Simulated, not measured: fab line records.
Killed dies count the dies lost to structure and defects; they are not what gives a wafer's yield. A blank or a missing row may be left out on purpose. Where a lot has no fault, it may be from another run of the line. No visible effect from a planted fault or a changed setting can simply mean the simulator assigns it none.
Struck lot and sound lot, side by side | flow sky130 | 19 out of 708 route steps
Sound: the wafers L947.1, L947.3, L947.4. Wafers L942.1, L942.2, L942.6 were the ones struck. Last of all comes the cause.
Each step with rows lists, per side, the tool, then ch with its chambers, then its first start. Under that, the readings that differ: sound wafers | struck wafers | difference of the means | sigmas: that difference in standard deviations of wafers without a fault.
alike: readings with means less than 2 such deviations apart, plus words and numbers identical on both sides. not compared: withheld readings, readings lacking a value on some wafer, bounds such as >300 that could conceal the same value, and numbers that have no deviation in the record and whose values overlap.
A row with sigmas, a row that says differs or no value, or rows on one side alone: a step with any of these is where the two part. Numbers that don't overlap but have no deviation are shown without sigmas and don't part them. A reading that every wafer of one side lacks parts them only if that side has two wafers or more.

first, 4 steps without rows for these wafers: SKY_METAL2_STRIP_21 (strips in post etch residue remover, time 1200 s); SKY_METAL2_CLEAN_22 (cleans in IPA, time 180 s); SKY_METAL2_CLEAN_23 (cleans in O3/DIW); SKY_VIA2_HDPCVD_00 (deposits SiO2, target thk 1180 nm, time 196.7 s).
SKY_VIA2_THK_MEAS_01:
  sound on film metro-02, day 41 02:39; struck on film metro-02, day 39 10:08
  alike: VIA2_HDPCVD_THK
SKY_VIA2_CMP_02: polishes SiO2.
  sound on cmp-02 ch 0,2,3, day 41 02:46; struck on cmp-01 ch 0,1, day 39 10:12
  alike: motor current A, slurry filter dp kPa
SKY_VIA2_BOW_MEAS_03:
  sound on film metro-01, day 41 03:01; struck on film metro-04, day 39 10:30
  reading       | sound    | struck   | difference | sigmas
  VIA2_BOW (um) | 93 87 94 | 73 83 69 | -16        | -2
then, 5 steps without rows for these wafers: SKY_VIA2_DEHYDRATE_04 (time 60 s); SKY_VIA2_HMDS_05 (prime time 60 s); SKY_VIA2_COAT_06 (resist thk 60 nm); SKY_VIA2_COAT_07 (resist thk 450 nm); SKY_VIA2_SOFTBAKE_08 (time 90 s).
SKY_VIA2_EXPOSE_09: exposes mask VIM2, target cd 200 nm.
  sound on krf scanner-01 ch 0, day 41 14:35; struck on krf scanner-02 ch 0, day 39 22:37
  reading                      | sound                   | struck            | difference | sigmas
  model.VIA2.overlay x nm (nm) | -0.3064 -0.3064 -0.3064 | 30.25 30.25 30.25 | +30.56     |
  alike: mask
then, 2 steps without rows for these wafers: SKY_VIA2_PEB_10; SKY_VIA2_DEVELOP_11 (develop time 60 s).
SKY_VIA2_CD_MEAS_12: target cd 200 nm.
  sound on cd sem-01, day 42 02:55; struck on cd sem-01, day 40 09:20
  alike: cd nm
SKY_VIA2_OVL_MEAS_13:
  sound on overlay-02, day 42 03:02; struck on overlay-02, day 40 09:28
  reading       | sound  | struck   | difference | sigmas
  VIA2_OVL (nm) | 2 3 -3 | 35 25 27 | +28        | +5
SKY_VIA2_ETCH_14: etches BARC in N2/H2, stops on SiO2, time 45.9 s, target depth 60 nm.
  sound on rie diel-04 ch 1,2,3, day 42 03:05; struck on rie diel-01 ch 0,1,2, day 40 09:30
  alike: drypump motor current A, oes product au, throttle valve pct
  not compared: rf hours counter h
-- the record jumps here: 9 days lie between the struck wafers' starts before and after (it left off in module VIA2 and takes up again in module PAD_OPEN, whose first step shown is number 708 of the route) --
SKY_PAD_OPEN_PROBE_99:
  sound on prober-02, day 50 05:48; struck on prober-02, day 48 23:34
  alike: defect limited yield, killed_at_M0_to_M3, killed_at_M4_up, killed at contacts, killed at front end, killed at other, killed dies, killed open, killed short, sort_bin_3_pad_short, sort_bin_5_function, sort_bin_6_memory, sort n pass, sort yield pct

== WHERE THEY PART ==
At SKY_VIA2_BOW_MEAS_03 first; at SKY_VIA2_OVL_MEAS_13 last (within this record only). Later steps at which nothing parts them and some readings are alike: SKY_VIA2_ETCH_14, SKY_PAD_OPEN_PROBE_99.

WHY: whatever the simulator had introduced
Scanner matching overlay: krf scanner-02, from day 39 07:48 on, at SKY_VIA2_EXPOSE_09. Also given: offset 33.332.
